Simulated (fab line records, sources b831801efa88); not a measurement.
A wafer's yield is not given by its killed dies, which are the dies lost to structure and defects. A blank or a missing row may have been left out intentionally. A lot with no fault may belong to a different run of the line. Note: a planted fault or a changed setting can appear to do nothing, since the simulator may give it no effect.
Comparing a struck lot with a sound one | flow sfqLine | 42 steps out of a route of 325
Sound: wafers L614.1, L614.2, L614.3. Wafers L604.2, L604.3, L604.4 were the ones struck. Last of all comes the cause.
At each step with rows: each side's tool, then ch and its chambers, then its first start. Under that, the readings that differ: sound wafers | struck wafers | difference of the means | sigmas: that difference in standard deviations of wafers without a fault.
alike: readings whose means differ by less than 2 such deviations, and words and numbers that are the same on both sides. not compared: withheld readings, readings that some wafer has no value for, bounds like >300 that may hide the same value, and numbers for which the record gives no deviation and whose values overlap.
A row with sigmas, a row that says differs or no value, or rows on one side alone: a step with any of these is where the two part. Numbers that don't overlap but have no deviation are shown without sigmas and don't part them. A reading missing from all wafers of one side parts the sides only when that side holds two or more wafers.

first, 6 steps without rows for these wafers: SFQ_TRILAYER_L0_VIA_LITHO_COAT_018 (resist thk 62 nm); SFQ_TRILAYER_L0_VIA_LITHO_COAT_013 (resist thk 650 nm); SFQ_TRILAYER_L0_VIA_LITHO_SOFTBAKE_017; SFQ_TRILAYER_L0_VIA_LITHO_EXPOSE_014 (exposes mask L0V, target cd 700 nm); SFQ_TRILAYER_L0_VIA_LITHO_PEB_016 (peb time 60 s); SFQ_TRILAYER_L0_VIA_LITHO_DEVELOP_015 (time 60 s).
SFQ_L0V_OVL_MEAS_903:
  sound on overlay-02, day 12 17:17; struck on overlay-02, day 9 20:15
  alike: L0V_OVL
then, 1 step without rows for these wafers: SFQ_TRILAYER_L0_VIA_BARC_OPEN_VIA_ETCH_021 (etches BARC in O2, target depth 125 nm, time 41.7 s).
SFQ_TRILAYER_L0_VIA_ETCH_VIA_ETCH_016: etches SiO2 in CHF3, stops on MoNx KI, target depth 80 nm.
  sound on rieDiel-03 ch 1,2,3, day 12 17:22; struck on rieDiel-04 ch 2,3, day 9 20:19
  alike: drypumpMotorCurrentA, oesProductAu
SFQ_TRILAYER_L0_VIA_STRIP_STRIP_017: strips in O2.
  sound on rieMetal-04 ch 0,1, day 12 17:25; struck on rieMetal-03 ch 0,1, day 9 20:22
  alike: drypumpMotorCurrentA, heBacksideLeakSccm, oesProductAu
  not compared: rfHoursCounterH
then, 2 steps without rows for these wafers: SFQ_TRILAYER_L0_VIA_STRIP_SOLV_CLEAN_018 (cleans in NMP, time 600 s); SFQ_TRILAYER_M0_DEP_PRE_CLEAN_020 (time 15 s).
SFQ_TRILAYER_M0_DEP_SPUTTER_019: material Nb, target thk 200 nm, time 133.3 s.
  sound on pvdSputter-05, day 12 18:13; struck on pvdSputter-06, day 9 21:10
reading                                            | sound                | struck               | difference | sigmas
cathodeDcPowerW (W)                                | 1999.8 2000.0 1999.7 | 2219.4 2220.0 2220.5 | +220.1     | +99 or more
model.Nb_of_TRILAYER_M0_DEP_SPUTTER_019.thkNm (nm) | 199.3 199.5 197.6    | 223.9 222.8 224.2    | +24.8      | 
  alike: throttleValvePct
SFQ_M0_RS_MEAS_904: measures by four-point-probe.
  sound on filmMetro-04, day 12 18:18; struck on filmMetro-03, day 9 21:17
reading           | sound             | struck            | difference | sigmas
M0_NB_RS (ohm/sq) | 0.895 0.895 0.901 | 0.796 0.800 0.795 | -0.100     | -11
then, 6 steps without rows for these wafers: SFQ_TRILAYER_M0_LITHO_COAT_026 (resist thk 62 nm); SFQ_TRILAYER_M0_LITHO_COAT_021 (resist thk 600 nm); SFQ_TRILAYER_M0_LITHO_SOFTBAKE_025; SFQ_TRILAYER_M0_LITHO_EXPOSE_022 (exposes mask M0, target cd 500 nm); SFQ_TRILAYER_M0_LITHO_PEB_024 (peb time 60 s); SFQ_TRILAYER_M0_LITHO_DEVELOP_023 (time 60 s).
SFQ_M0_OVL_MEAS_906:
  sound on overlay-02, day 12 20:44; struck on overlay-02, day 10 02:28
  alike: M0_OVL
SFQ_TRILAYER_M0_BARC_OPEN_METAL_ETCH_031: etches BARC in O2, target depth 125 nm, time 41.7 s.
  sound on rieMetal-02 ch 0,1, day 12 20:46; struck on rieMetal-04 ch 0,1, day 10 02:29
  alike: drypumpMotorCurrentA, heBacksideLeakSccm, oesProductAu
  not compared: rfHoursCounterH
SFQ_TRILAYER_M0_ETCH_METAL_ETCH_024: etches Nb in Cl2/Ar, stops on SiO2, target depth 240 nm, time 120 s.
  sound on rieMetal-02 ch 0,1, day 12 20:50; struck on rieMetal-04 ch 0,1, day 10 02:33
reading             | sound             | struck            | difference | sigmas
oesProductAu (a.u.) | 0.892 0.890 0.888 | 0.948 0.955 0.962 | +0.065     | +9
  alike: drypumpMotorCurrentA, heBacksideLeakSccm
  not compared: rfHoursCounterH
SFQ_TRILAYER_M0_STRIP_STRIP_025: strips in O2.
  sound on rieMetal-02 ch 0,1, day 12 20:57; struck on rieMetal-04 ch 0,1, day 10 02:40
  alike: drypumpMotorCurrentA, heBacksideLeakSccm, oesProductAu
  not compared: rfHoursCounterH
then, 3 steps without rows for these wafers: SFQ_TRILAYER_M0_STRIP_SOLV_CLEAN_026 (cleans in NMP, time 600 s); SFQ_TRILAYER_I0_DEP_PECVD_027 (deposits SiO2 from SiH4/N2O, time 111.11 s, target thk 500 nm); SFQ_TRILAYER_I0_CMP_CMP_028 (polishes SiO2).
SFQ_I0_BOW_MEAS_907:
  sound on filmMetro-01, day 13 01:23; struck on filmMetro-02, day 10 11:34
  alike: I0_BOW
SFQ_TRILAYER_I0_METRO_MEASURE_029:
  sound on filmMetro-01, day 13 01:31; struck on filmMetro-02, day 10 11:52
  alike: thkNm
then, 6 steps without rows for these wafers: SFQ_TRILAYER_I0_VIA_LITHO_COAT_036 (resist thk 62 nm); SFQ_TRILAYER_I0_VIA_LITHO_COAT_031 (resist thk 650 nm); SFQ_TRILAYER_I0_VIA_LITHO_SOFTBAKE_035; SFQ_TRILAYER_I0_VIA_LITHO_EXPOSE_032 (exposes mask I0, target cd 500 nm); SFQ_TRILAYER_I0_VIA_LITHO_PEB_034 (peb time 60 s); SFQ_TRILAYER_I0_VIA_LITHO_DEVELOP_033 (time 60 s).
-- the record jumps here: 5 days lie between the struck wafers' starts before and after --
SFQ_I0_OVL_MEAS_908:
  sound on overlay-02, day 17 18:29; struck on overlay-01, day 15 03:30
  alike: I0_OVL
then, 5 steps without rows for these wafers: SFQ_TRILAYER_I0_VIA_BARC_OPEN_VIA_ETCH_046 (etches BARC in O2, target depth 125 nm, time 41.7 s); SFQ_TRILAYER_I0_VIA_ETCH_VIA_ETCH_034 (etches SiO2 in CHF3, stops on Nb, target depth 260 nm); SFQ_TRILAYER_I0_VIA_STRIP_STRIP_035 (strips in O2); SFQ_TRILAYER_I0_VIA_STRIP_SOLV_CLEAN_036 (cleans in NMP, time 600 s); SFQ_TRILAYER_M1_DEP_PRE_CLEAN_038 (time 22.5 s).
-- the record jumps here: 63 days lie between the struck wafers' starts before and after --
SFQ_M8_BOW_MEAS_951:
  sound on filmMetro-02, day 87 15:05; struck on filmMetro-02, day 77 19:08
reading                | sound               | struck               | difference | sigmas
model.etest.m0.ohmUm   | 1.771 1.785 1.792   | 1.593 1.598 1.591    | -0.189     | 
model.etest.m0.ohmSq   | 0.8932 0.8923 0.901 | 0.7951 0.7988 0.7939 | -0.0996    | 
model.etest.i0.linkOhm | 1.955 1.95 1.973    | 1.868 1.876 1.861    | -0.091     | 
  alike: M8_BOW

WHERE THEY PART
Last at SFQ_TRILAYER_M0_ETCH_METAL_ETCH_024 as far as this record goes, first at SFQ_TRILAYER_M0_DEP_SPUTTER_019. Later steps at which nothing parts them and some readings are alike: SFQ_TRILAYER_M0_STRIP_STRIP_025, SFQ_I0_BOW_MEAS_907, SFQ_TRILAYER_I0_METRO_MEASURE_029, SFQ_I0_OVL_MEAS_908, SFQ_M8_BOW_MEAS_951.

WHY: the cause the simulator had injected
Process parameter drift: pvdSputter-06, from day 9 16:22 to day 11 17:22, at SFQ_TRILAYER_M0_DEP_SPUTTER_019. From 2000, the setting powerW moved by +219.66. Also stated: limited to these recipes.
